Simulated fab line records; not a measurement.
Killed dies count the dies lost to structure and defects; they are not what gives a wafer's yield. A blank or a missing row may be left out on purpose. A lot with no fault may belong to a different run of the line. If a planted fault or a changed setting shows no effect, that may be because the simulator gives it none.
Chamber matching ; flow gf180mcu ; 3 sister chambers for GF_V3_CVD_02 on pecvd-03
The step deposits SiO2 from TEOS, target thk 850 nm, time 94.851 s. 30 wafers are shown with their chamber, then 12 later ones without.

## WAFERS, EACH WITH ITS CHAMBER
wafer;chamber;heaterPowerW (W)
L074.1;1;884
L074.2;0;602
L074.3;2;630
L074.4;1;888
L074.5;2;669
L074.6;0;673
L077.2;0;710
L077.4;2;537
L077.5;1;837
L079.3;0;691
L079.4;2;688
L079.5;1;861
L081.1;1;844
L081.2;2;650
L081.5;1;904
L083.1;0;670
L083.2;1;928
L083.4;2;549
L086.1;0;588
L086.3;1;863
L086.6;0;651
L087.1;1;928
L087.2;2;595
L087.3;0;675
L087.4;2;632
L087.5;1;733
L087.6;0;545
L089.2;1;901
L089.3;2;557
L089.4;2;644

SIGNATURES (averages over the wafers above)
reading;chamber 0;chamber 1;chamber 2;scatter within a chamber
heaterPowerW;645.00;870.09;615.10;54
Rule: distance of a wafer from a chamber = root of the sum over the readings of ((wafer's reading minus chamber's mean) / reading's scatter) squared. The wafer belongs to the nearest chamber; if the next one is less than 2 further off, it can't be placed. The scatter: the root of (the sum of the squares of (reading less its chamber's mean) over the shown wafers, divided by (wafers less chambers)).

## WAFERS MISSING THEIR CHAMBER
wafer;heaterPowerW (W)
L093.1;644
L093.4;805
L093.6;576
L094.1;851
L094.2;604
L094.3;639
L095.1;671
L095.3;828
L095.4;641
L096.1;848
L096.2;637
L096.4;906

## THE CHAMBER EACH PASSED THROUGH
wafer;from the rows above;in truth
L093.1;can't be placed: 0 or 2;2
L093.4;can't be placed: 1 or 0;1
L093.6;can't be placed: 2 or 0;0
L094.1;1;1
L094.2;can't be placed: 2 or 0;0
L094.3;can't be placed: 0 or 2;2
L095.1;can't be placed: 0 or 2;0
L095.3;1;1
L095.4;can't be placed: 0 or 2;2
L096.1;1;1
L096.2;can't be placed: 0 or 2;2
L096.4;1;1
Placed correctly: 4 of 12. These rows do not allow placing 8 (true chamber among the candidates in 8). Number placed wrongly: 0.
